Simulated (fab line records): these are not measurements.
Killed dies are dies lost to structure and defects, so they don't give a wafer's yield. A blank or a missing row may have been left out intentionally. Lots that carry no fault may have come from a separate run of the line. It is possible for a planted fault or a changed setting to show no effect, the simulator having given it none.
What tool caused it? | flow sky130 | 12 lots (36 wafers sampled), 1 step of a 708-step route

## WHAT THE GAUGES SHOWED, per wafer
SKY_LDD_HVP_TW_MEAS_10.
lot  | measured     | on           | LDD_HVP_TW
L431 | day 21 03:43 | filmMetro-01 | 449 447 447
L433 | day 22 05:22 | filmMetro-03 | 458 460 460
L435 | day 23 01:53 | filmMetro-04 | 468 470 469
L437 | day 23 15:53 | filmMetro-03 | 458 458 458
L438 | day 24 04:52 | filmMetro-04 | 465 465 465
L439 | day 24 06:59 | filmMetro-03 | 459 460 458
L442 | day 25 11:55 | filmMetro-01 | 447 448 450
L443 | day 25 21:38 | filmMetro-01 | 446 448 448
L449 | day 27 17:46 | filmMetro-03 | 462 463 461
L451 | day 28 11:40 | filmMetro-04 | 464 465 465
L453 | day 29 01:46 | filmMetro-01 | 447 447 448
L454 | day 29 17:43 | filmMetro-04 | 466 466 466

## TOOL THAT RAN EACH LOT (tool first, then ch and the chambers of the sampled wafers, then the start)
There is no process step in the record ahead of these readings.

## WHAT THE TOOLS THEMSELVES READ (means of the sampled wafers that have a number; where no wafer has one, the mark that the record gives instead)
The record holds no such reading with a usual standard deviation.

## THE ANSWER, worked out from the rows above alone
Rule: the lots themselves supply what counts as usual. Put in order of their means at a reading, lots are off if they are a third of the lots or fewer, leave a main group of 4 or more, and stand apart from it by a gap of 3 or more times the standard deviation of the main group's means; of several such gaps the widest counts. A main group is skipped when, at the precision printed for the reading in the tables above, its means are all equal. Also off: a lot with no number at a reading for which 4 or more lots have one. Any other lot the step has rows for is counted as sound. Order of review: gauges by route order, followed by the tools' own readings, for which a lot's mean as printed above is used. At the first step where some lot is off, the reading lying furthest off is the one used; lots without a number count as furthest.
Nothing can be told from this: no lot is off at any reading shown.

## WHAT HAD BEEN PUT IN BY THE SIMULATOR
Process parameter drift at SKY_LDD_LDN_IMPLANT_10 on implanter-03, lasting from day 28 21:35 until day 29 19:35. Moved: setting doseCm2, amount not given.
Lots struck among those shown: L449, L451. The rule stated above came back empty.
